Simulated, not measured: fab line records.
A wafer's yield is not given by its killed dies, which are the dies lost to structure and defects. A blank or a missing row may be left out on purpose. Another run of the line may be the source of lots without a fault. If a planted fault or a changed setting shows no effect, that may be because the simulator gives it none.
2 desks, one fault + flow gf180mcu + each desk has only its own numbers; what lay behind them comes last

## AT THE TOOL OWNER'S DESK: wet-bench-03
The tool's own readings at GF_DUAL_GATE_WET_ETCH_12 (etches SiO2 in dHF, target depth 13 nm, time 260 s): means of the sampled wafers that have a number, for each lot that ran on this tool. Marked OUT: a lot whose mean sits more than 4 standard deviations from the usual mean, which makes it out of limits; the brackets give that distance.
Columns: A = bath-heat-duty-pct at GF_DUAL_GATE_WET_ETCH_12, usual 6.3 %; B = run-length-s at GF_DUAL_GATE_WET_ETCH_12, usual 289 s
| lot  | first seen here | A   | B   |
|------|-----------------|-----|-----|
| L116 | day 8 01:38     | 7.7 | 286 |
| L119 | day 9 00:47     | 8.0 | 293 |
| L123 | day 10 10:29    | 5.3 | 287 |
| L124 | day 10 13:02    | 5.5 | 286 |
| L125 | day 10 19:47    | 6.0 | 285 |
| L136 | day 14 00:20    | 7.6 | 287 |
| L138 | day 14 18:32    | 7.8 | 286 |
This desk found nothing out of limits on any of the 7 lots.

## THE METROLOGY DESK
What the gauges read, lot by lot, whatever tool the lot ran on: means of the sampled wafers that have a number. Marked OUT: a lot whose mean sits more than 4 standard deviations from the usual mean, which makes it out of limits; the brackets give that distance.
Columns: A = V2_CVD_00_THK at GF_V2_THK_MEAS_01, usual 601 nm
| lot  | first seen here | A   |
|------|-----------------|-----|
| L116 | day 18 22:31    | 609 |
| L117 | day 19 14:05    | 611 |
| L118 | day 19 23:56    | 604 |
| L119 | day 20 03:43    | 602 |
| L122 | day 21 06:26    | 606 |
| L123 | day 22 04:25    | 597 |
| L124 | day 22 04:49    | 604 |
| L125 | day 22 11:49    | 604 |
| L132 | day 25 01:04    | 603 |
| L135 | day 25 22:43    | 601 |
| L136 | day 26 03:46    | 596 |
| L138 | day 26 22:16    | 597 |
This desk found nothing out of limits on any of the 12 lots.

## PUT TOGETHER
Nothing out of limits was seen by the tool owner's desk.
From the metrology desk's view, nothing was out of limits.

## WHAT HAD BEEN PUT IN BY THE SIMULATOR
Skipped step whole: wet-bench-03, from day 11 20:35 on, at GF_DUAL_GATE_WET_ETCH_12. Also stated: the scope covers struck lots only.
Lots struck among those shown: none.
